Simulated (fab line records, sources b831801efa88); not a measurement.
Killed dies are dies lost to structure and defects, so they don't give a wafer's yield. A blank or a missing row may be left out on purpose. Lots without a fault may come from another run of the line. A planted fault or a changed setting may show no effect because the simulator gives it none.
A struck lot beside a sound one | flow sky130 | 15 steps out of a route of 708
Sound: wafers L741.1, L741.2, L741.6. Struck: wafers L747.1, L747.3, L747.5. The cause comes at the end.
At each step with rows: each side's tool, then ch and its chambers, then its first start. Under that, the readings that differ: sound wafers | struck wafers | difference of the means | sigmas: that difference in standard deviations of wafers without a fault.
alike: readings whose means differ by less than 2 such deviations, and words and numbers that are the same on both sides. not compared: withheld readings, readings that some wafer has no value for, bounds like >300 that may hide the same value, and numbers for which the record gives no deviation and whose values overlap.
The two part at a step that has a row with sigmas, a row that says differs or no value, or rows on one side only. Numbers that don't overlap but have no deviation are shown without sigmas and don't part them. A reading that every wafer of one side lacks parts them only if that side has two wafers or more.

SKY_NWELL_OVL_MEAS_10:
  sound on overlay-01, day 5 12:18; struck on overlay-01, day 6 21:27
  alike: NWELL_00_OVL
then, 3 steps without rows for these wafers: SKY_NWELL_IMPLANT_11; SKY_NWELL_IMPLANT_12; SKY_NWELL_IMPLANT_13.
SKY_NWELL_STRIP_14: strips in O2/N2.
  sound on plasma_asher-01 ch 0,1, day 5 12:47; struck on plasma_asher-02 ch 0,1, day 6 21:56
  alike: drypump_motor_current_A, oes_product_au, strip_time_to_endpoint_s
  not compared: rf_hours_counter_h
SKY_NWELL_TW_MEAS_15:
  sound on film_metro-01, day 5 12:53; struck on film_metro-04, day 6 22:02
  alike: NWELL_TW
then, 6 steps without rows for these wafers: SKY_NWELL_DEHYDRATE_16 (time 60 s); SKY_NWELL_HMDS_17 (prime time 60 s); SKY_NWELL_COAT_18 (resist thk 3000 nm); SKY_NWELL_SOFTBAKE_19; SKY_NWELL_EXPOSE_20 (exposes mask NWM COMPLEMENT, target cd 840 nm); SKY_NWELL_PEB_21.
SKY_NWELL_DEVELOP_22: develop time 60 s.
  sound on litho_track-02 ch 0, day 6 07:00; struck on litho_track-04 ch 0, day 7 17:00
  reading                | sound             | struck          | difference | sigmas
  model.NWELL.cd_nm (nm) | 840.2 841.1 840.2 | 687.1 690 689.2 | -151.7     |
SKY_NWELL_OVL_MEAS_23:
  sound on overlay-02, day 6 07:59; struck on overlay-02, day 7 17:30
  alike: NWELL_01_OVL
-- the record jumps here: 41 days lie between the struck wafers' starts before and after (it left off in module NWELL and takes up again in module PAD_OPEN, whose first step shown is number 708 of the route) --
SKY_PAD_OPEN_PROBE_99:
  sound on prober-02, day 47 14:33; struck on prober-01, day 48 22:39
  reading                                 | sound                         | struck                        | difference | sigmas
  model.etest.pfet_16v.r_on_ohm_um        | 1.504e+04 1.544e+04 1.533e+04 | 1.627e+04 1.627e+04 1.622e+04 | +9.833e+02 |
  model.etest.nfet_16v.r_on_ohm_um        | 1.4e+04 1.419e+04 1.408e+04   | 1.332e+04 1.335e+04 1.319e+04 | -8.033e+02 |
  model.etest.res_iso_pwell.width_nm (nm) | 2650 2636 2645                | 2511 2510 2506                | -135       |
  model.etest.res_nwell.line_ohm_um       | 1133 1128 1124                | 1092 1083 1075                | -45        |
  model.etest.res_nwell.width_nm (nm)     | 842.8 843.3 849.4             | 897 891.8 894.3               | +49        |
  model.etest.pfet_16v.drive_ua_um        | 245.4 241.5 241.5             | 222.2 221.9 223.5             | -20.3      |
  model.etest.nfet_16v.drive_ua_um        | 224 222 222                   | 229.5 232.3 230.1             | +8.0       |
  alike: killed_at_M0_to_M3, killed_at_M4_up, killed_at_contacts, killed_at_front_end, killed_at_other, killed_dies, killed_on_rim, killed_open, killed_short

WHERE THEY PART
Nowhere in this record.

WHY: what the simulator had put in
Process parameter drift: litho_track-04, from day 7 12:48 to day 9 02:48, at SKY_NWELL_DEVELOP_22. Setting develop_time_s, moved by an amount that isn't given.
